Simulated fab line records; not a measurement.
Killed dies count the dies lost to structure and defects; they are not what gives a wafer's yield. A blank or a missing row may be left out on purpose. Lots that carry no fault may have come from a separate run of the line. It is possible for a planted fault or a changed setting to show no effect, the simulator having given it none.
The tool behind it: which one?	flow sky130	6 lots with 18 wafers sampled at 5 steps, on a route of 708 steps

== WHAT THE GAUGES SHOWED, per wafer ==
SKY_LDD_HVN_TW_MEAS_10.
lot	measured	on	LDD_HVN_TW
L274	day 21 02:56	filmMetro-01	1434 1446 1446
L279	day 23 09:26	filmMetro-04	1449 1444 1439
L281	day 23 18:43	filmMetro-01	1439 1443 1435
L283	day 24 22:58	filmMetro-04	1446 1441 1446
L287	day 26 03:11	filmMetro-04	533 533 532
L294	day 28 02:41	filmMetro-02	1422 1418 1426

== EACH LOT AND THE TOOL THAT RAN IT (in order: tool; ch and the chambers of the sampled wafers; start) ==
lot	SKY_POLY_GATE_ETCH_17	SKY_LDD_N_STRIP_16	SKY_LDD_P_STRIP_10	SKY_LDD_HVN_STRIP_09
L274	rieSi-01 ch 1,2,3, day 17 05:04	plasmaAsher-02 ch 0,1, day 18 13:44	plasmaAsher-01 ch 0,1, day 19 20:33	plasmaAsher-04 ch 0,1, day 21 02:50
L279	rieSi-02 ch 0,1,2, day 19 09:13	plasmaAsher-03 ch 0,1, day 20 20:08	plasmaAsher-03 ch 0, day 22 03:00	plasmaAsher-02 ch 0, day 23 09:20
L281	rieSi-02 ch 0,1, day 19 20:56	plasmaAsher-01 ch 0,1, day 21 06:03	plasmaAsher-04 ch 0,1, day 22 12:30	plasmaAsher-01 ch 0,1, day 23 18:37
L283	rieSi-01 ch 0,3, day 21 02:09	plasmaAsher-03 ch 0,1, day 22 11:34	plasmaAsher-01 ch 0,1, day 23 17:41	plasmaAsher-01 ch 0,1, day 24 22:53
L287	rieSi-01 ch 1,2,3, day 22 05:47	plasmaAsher-02 ch 0,1, day 23 14:43	plasmaAsher-04 ch 0,1, day 24 21:05	plasmaAsher-04 ch 0,1, day 26 03:05
L294	rieSi-02 ch 0,1,3, day 24 07:58	plasmaAsher-02 ch 0,1, day 25 16:24	plasmaAsher-01 ch 0,1, day 26 21:36	plasmaAsher-01 ch 0,1, day 28 02:35
- SKY_POLY_GATE_ETCH_17: etches poly-Si in HBr/Cl2, stops on SiO2, target depth 180 nm, time 70.5 s.
- SKY_LDD_N_STRIP_16: strips in O2/N2.
- SKY_LDD_P_STRIP_10: strips in O2/N2.
- SKY_LDD_HVN_STRIP_09: strips in O2/N2.

== THE ANSWER, worked out from the rows above alone ==
Rule: usual is defined by the lots themselves. The widest of any qualifying gaps counts: lots, ordered by their means at a reading, are off when they make up no more than a third of the lots, leave a main group of 4 or more, and stand apart from it by 3 or more times the standard deviation of that group's means. The tables above print the reading to a certain number of digits; a main group whose means all agree to those digits is not used. A lot without any number at a reading at which 4 lots or more have one is off too. Where the step has rows for the other lots, those lots are counted as sound.
Off: L287, seen at SKY_LDD_HVN_TW_MEAS_10 (LDD_HVN_TW). Mean 1438 and standard deviation 8.4 in the main group.
If a tool, at a process step before that reading, ran all the lots that are off and no sound lot after the first of them, it fits. The gauges at SKY_LDD_HVN_TW_MEAS_10 are tried like those tools. Can't be told from this: 3 tools fit, rieSi-01 at SKY_POLY_GATE_ETCH_17, plasmaAsher-04 at SKY_LDD_P_STRIP_10 and SKY_LDD_HVN_STRIP_09, filmMetro-04 at SKY_LDD_HVN_TW_MEAS_10.

== WHAT THE SIMULATOR PUT IN ==
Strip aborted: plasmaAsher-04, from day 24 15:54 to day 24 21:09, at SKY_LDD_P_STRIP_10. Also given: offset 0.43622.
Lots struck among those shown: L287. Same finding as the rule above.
